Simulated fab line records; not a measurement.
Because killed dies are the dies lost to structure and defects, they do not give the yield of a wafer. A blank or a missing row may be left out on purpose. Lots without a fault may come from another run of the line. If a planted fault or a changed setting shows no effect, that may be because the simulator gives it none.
Struck lot and sound lot, side by side | flow sky130 | 16 steps out of a route of 708
Sound: these wafers, L575.2, L575.4, L575.5. Wafers L582.4, L582.5, L582.6 were the ones struck. Last of all comes the cause.
For every step that has rows: the tool of each side, followed by ch and its chambers, followed by its first start. Under that, the readings that differ: sound wafers | struck wafers | difference of the means | sigmas: that difference in standard deviations of wafers without a fault.
alike: readings with means less than 2 such deviations apart, plus words and numbers identical on both sides. not compared: withheld readings, readings lacking a value on some wafer, bounds such as >300 that could conceal the same value, and numbers that have no deviation in the record and whose values overlap.
A row with sigmas, a row that says differs or no value, or rows on one side alone: a step with any of these is where the two part. Numbers that don't overlap but have no deviation are shown without sigmas and don't part them. A reading that every wafer of one side lacks parts them only if that side has two wafers or more.

first, 8 steps without rows for these wafers: SKY_CONTACT_DEHYDRATE_06 (time 60 s); SKY_CONTACT_HMDS_07 (prime time 60 s); SKY_CONTACT_COAT_08 (resist thk 60 nm); SKY_CONTACT_COAT_09 (resist thk 450 nm); SKY_CONTACT_SOFTBAKE_10 (time 90 s); SKY_CONTACT_EXPOSE_11 (exposes mask CTM1, target cd 170 nm); SKY_CONTACT_PEB_12; SKY_CONTACT_DEVELOP_13 (develop time 60 s).
SKY_CONTACT_CD_MEAS_14 targets a cd of 170 nm.
  sound on cdSem-02 at day 32 09:22; struck on cdSem-01 at day 35 13:51
  alike: cdNm
SKY_CONTACT_OVL_MEAS_15:
  sound on overlay-02 at day 32 09:28; struck on overlay-01 at day 35 13:56
  alike: CONTACT_OVL
SKY_CONTACT_ETCH_16: etches BARC in N2/H2, stops on SiO2, time 45.9 s, target depth 60 nm.
  sound on rieDiel-03 ch 0,1,3, day 32 09:30; struck on rieDiel-01 ch 0,2,3, day 35 13:57
  alike: biasW, chamberPressureMTorr, drypumpMotorCurrentA, oesProductAu, throttleValvePct
  not compared: rfHoursCounterH
SKY_CONTACT_ETCH_17: etches SiO2 in C4F8/O2/Ar, stops on Si3N4, target depth 340 nm.
  sound on rieDiel-03 ch 0,1,3, day 32 09:32; struck on rieDiel-01 ch 0,2,3, day 35 13:59
  alike: biasW, chamberPressureMTorr, oesProductAu
SKY_CONTACT_ETCH_18: etches Si3N4 in CHF3/O2, stops on TiN, time 39 s, target depth 75 nm.
  sound on rieDiel-03 ch 0,1,3, day 32 09:00; struck on rieDiel-01 ch 0,2,3, day 35 14:00
  no value came back on the struck wafers for any of 5 readings (O2_flow_sccm (sccm), biasW (W) and others); on the sound wafers O2_flow_sccm (sccm) reads 5.000 5.008 4.987
reading                                       | sound             | struck            | difference | sigmas
model.KrF-thick_of_CONTACT_COAT_09.thkNm (nm) | 246.1 245.8 241.1 | 329.6 329.2 328.7 | +84.8      | 
  not compared: rfHoursCounterH
SKY_CONTACT_STRIP_19: strips in O2/N2.
  sound on plasmaAsher-01 ch 0,1, day 32 09:38; struck on plasmaAsher-04 ch 0,1, day 35 14:07
reading                  | sound             | struck            | difference | sigmas
oesProductAu (a.u.)      | 0.390 0.380 0.377 | 0.414 0.418 0.420 | +0.035     | +7
stripTimeToEndpointS (s) | 3.64 3.65 3.60    | 4.54 4.53 4.54    | +0.91      | +17
  alike: drypumpMotorCurrentA
  not compared: rfHoursCounterH
then, 1 step without rows for these wafers: SKY_CONTACT_STRIP_20 (strips in post etch residue remover, time 1200 s).
-- the record jumps here: 13 days lie between the struck wafers' starts before and after (it left off in module CONTACT and takes up again in module PAD_OPEN, whose first step shown is number 708 of the route) --
SKY_PAD_OPEN_PROBE_99:
  sound on prober-02 at day 46 13:13; struck on prober-02 at day 49 00:15
reading          | sound     | struck      | difference | sigmas
killedAtContacts | 27 29 28  | 428 418 432 | +398       | +74
killedDies       | 89 97 104 | 492 492 492 | +395       | +43
killedOnRim      | 21 21 24  | 96 96 96    | +74        | +20
killedShort      | 37 46 65  | 34 41 35    | -13        | -2
  alike: killed_at_M0_to_M3, killed_at_M4_up, killedAtFrontEnd, killedAtOther, killedOpen

WHERE THEY PART
At SKY_CONTACT_ETCH_18 first; at SKY_PAD_OPEN_PROBE_99 last (within this record only).

WHY: what the simulator had put in
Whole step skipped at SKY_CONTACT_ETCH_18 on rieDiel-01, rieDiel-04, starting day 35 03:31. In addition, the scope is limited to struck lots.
